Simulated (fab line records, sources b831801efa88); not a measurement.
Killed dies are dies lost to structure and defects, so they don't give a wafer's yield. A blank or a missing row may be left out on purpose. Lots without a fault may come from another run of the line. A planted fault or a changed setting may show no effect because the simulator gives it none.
A struck lot beside a sound one | flow gf180mcu | 28 steps out of a route of 602
Sound: wafers L510.1, L510.5, L510.6. Struck: wafer L520.3. (L520.4, L520.5 of the same lot were not struck and are left out.) The cause comes at the end.
At each step with rows: each side's tool, then ch and its chambers, then its first start. Under that, the readings that differ: sound wafers | struck wafers | difference of the means | sigmas: that difference in standard deviations of wafers without a fault.
alike: readings whose means differ by less than 2 such deviations, and words and numbers that are the same on both sides. not compared: withheld readings, readings that some wafer has no value for, bounds like >300 that may hide the same value, and numbers for which the record gives no deviation and whose values overlap.
The two part at a step that has a row with sigmas, a row that says differs or no value, or rows on one side only. Numbers that don't overlap but have no deviation are shown without sigmas and don't part them. A reading that every wafer of one side lacks parts them only if that side has two wafers or more.

first, 2 steps without rows for these wafers: GF_V5_STRIP_19 (strips in post etch residue remover, time 1200 s); GF_V5_CLEAN_20 (cleans in DIW).
GF_V5_SPUTTER_21: material Ti, target thk 15 nm, time 80.02 s.
  sound on pvd_sputter-02, day 27 21:56; struck on pvd_sputter-02, day 31 02:40
  alike: throttle_valve_pct
then, 1 step without rows for these wafers: GF_V5_SPUTTER_22 (material TiN, target thk 10 nm, time 40 s).
GF_V5_CVD_23: deposits W, target thk 350 nm, time 104.9 s.
  sound on cvd_w-01 ch 0,1, day 27 22:02; struck on cvd_w-01 ch 0, day 31 02:48
  alike: heater_power_w
GF_V5_RS_MEAS_24: measures by four-point-probe.
  sound on film_metro-03, day 27 22:10; struck on film_metro-02, day 31 02:55
  alike: V5_W_RS
GF_V5_THK_MEAS_25: measures by xrf.
  sound on film_metro-03, day 27 22:17; struck on film_metro-02, day 31 03:01
  alike: V5_W_THK
GF_V5_CMP_26: polishes, stops on SiO2, t overpolish 15 s, target thk 0 nm.
  sound on cmp-01 ch 0,3, day 27 22:20; struck on cmp-01 ch 1, day 31 03:09
  alike: head_pressure_psi, motor_current_A, overpolish_run_s, time_to_endpoint_s
then, 2 steps without rows for these wafers: GF_TOP_METAL_SPUTTER_00 (material Ti, target thk 37.5 nm, time 150 s); GF_TOP_METAL_SPUTTER_01 (material TiN, target thk 30 nm, time 25 s).
GF_TOP_METAL_SPUTTER_02: material AlCu, target thk 900 nm, time 47.82 s.
  sound on pvd_sputter-01, day 27 22:46; struck on pvd_sputter-01, day 31 03:29
  alike: throttle_valve_pct
then, 1 step without rows for these wafers: GF_TOP_METAL_SPUTTER_03 (material Ti, target thk 5 nm, time 3.3 s).
GF_TOP_METAL_SPUTTER_04: material TiN, target thk 25 nm, time 20.8 s.
  sound on pvd_sputter-01, day 27 22:50; struck on pvd_sputter-01, day 31 03:33
  alike: throttle_valve_pct
  not compared: model.TiN_of_TOP_METAL_SPUTTER_04.thk_nm
GF_TOP_METAL_RS_MEAS_05: measures by four-point-probe.
  sound on film_metro-01, day 27 22:52; struck on film_metro-02, day 31 03:37
  alike: TOP_METAL_ALCU_RS
GF_TOP_METAL_THK_MEAS_06: measures by xrf.
  sound on film_metro-01, day 27 22:59; struck on film_metro-02, day 31 03:43
  alike: TOP_METAL_ALCU_THK
then, 7 steps without rows for these wafers: GF_TOP_METAL_DEHYDRATE_07 (time 60 s); GF_TOP_METAL_HMDS_08 (prime time 60 s); GF_TOP_METAL_COAT_09 (resist thk 1500 nm); GF_TOP_METAL_SOFTBAKE_10 (time 60 s); GF_TOP_METAL_EXPOSE_11 (exposes mask MetalTop, target cd 440 nm); GF_TOP_METAL_PEB_12; GF_TOP_METAL_DEVELOP_13 (develop time 60 s).
GF_TOP_METAL_CD_MEAS_14: target cd 440 nm.
  sound on cd_sem-02, day 28 18:16; struck on cd_sem-01, day 31 18:13
  reading    | sound             | struck | difference | sigmas
  cd_nm (nm) | 443.4 444.3 444.0 | 438.8  | -5.1       | -2
GF_TOP_METAL_OVL_MEAS_15:
  sound on overlay-02, day 28 18:23; struck on overlay-01, day 31 18:19
  reading            | sound        | struck | difference | sigmas
  TOP_METAL_OVL (nm) | 0.8 -1.4 1.1 | 3.2    | +3.0       | +2
GF_TOP_METAL_METAL_ETCH_16: etches the open film in Cl2/BCl3, stops on SiO2, target depth 1197 nm, time 199.5 s.
  sound on rie_metal-04 ch 0,1, day 28 18:26; struck on rie_metal-01 ch 1, day 31 18:24
  alike: drypump_motor_current_A, oes_product_au, throttle_valve_pct
  not compared: rf_hours_counter_h
then, 1 step without rows for these wafers: GF_TOP_METAL_STRIP_17 (strips in O2/N2).
GF_TOP_METAL_STRIP_18: strips in post etch residue remover, time 1200 s.
  sound on wet_bench-01 ch 1, day 28 18:43; struck on wet_bench-02 ch 0, day 31 18:38
  not compared: model.TiN_of_TOP_METAL_SPUTTER_04.thk_nm
then, 1 step without rows for these wafers: GF_TOP_METAL_CLEAN_19 (cleans in DIW).

WHERE THEY PART
First at GF_TOP_METAL_CD_MEAS_14; last, within this record, at GF_TOP_METAL_OVL_MEAS_15. Later steps at which nothing parts them and some readings are alike: GF_TOP_METAL_METAL_ETCH_16.

WHY: what the simulator had put in
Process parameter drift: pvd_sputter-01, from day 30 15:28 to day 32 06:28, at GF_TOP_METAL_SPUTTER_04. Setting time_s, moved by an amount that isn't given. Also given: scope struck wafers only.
